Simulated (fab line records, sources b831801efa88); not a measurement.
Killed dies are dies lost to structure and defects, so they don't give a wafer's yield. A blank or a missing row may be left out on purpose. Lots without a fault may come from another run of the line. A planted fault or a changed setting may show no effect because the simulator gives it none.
Chamber matching | flow gf180mcu | GF_V5_CMP_04 on cmp-02: 4 sister chambers
The step polishes SiO2. 4 wafers are shown with their chamber, then 8 later ones without.

WAFERS WITH THEIR CHAMBER
wafer  | chamber | motor_current_A (A)
L520.6 | 0       | 12.6
L529.5 | 2       | 12.1
L529.6 | 3       | 11.6
L536.2 | 1       | 10.4

WAFERS WITHOUT THEIR CHAMBER
wafer  | motor_current_A (A)
L536.3 | 11.2
L536.5 | 10.8
L539.2 | 12.5
L539.3 | 11.0
L539.5 | 12.0
L540.1 | 10.7
L540.5 | 11.0
L540.6 | 12.6

WHICH CHAMBER EACH WENT THROUGH
wafer  | from the rows above          | in truth
L536.3 | can't be placed: 3 or 1 or 2 | 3
L536.5 | can't be placed: 1 or 3      | 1
L539.2 | can't be placed: 0 or 2      | 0
L539.3 | can't be placed: 1 or 3 or 2 | 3
L539.5 | can't be placed: 2 or 3 or 0 | 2
L540.1 | can't be placed: 1 or 3      | 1
L540.5 | can't be placed: 1 or 3 or 2 | 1
L540.6 | can't be placed: 0 or 2      | 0
Placed correctly: 0 of 8. Can't be placed from these rows: 8 (the true chamber is among the candidates in 8). Placed wrongly: 0.
How it was worked out, from the rows above alone: a wafer's distance from a chamber is the root of the sum, over the readings, of the square of ((its reading less the chamber's mean) divided by the reading's scatter). The wafer belongs to the nearest chamber; if the next one is less than 2 further off, it can't be placed. A chamber's mean is the mean of its shown wafers. The scatter: with one shown wafer a chamber, the root of the mean of the squares of how far each hidden wafer lies from its nearest shown one.
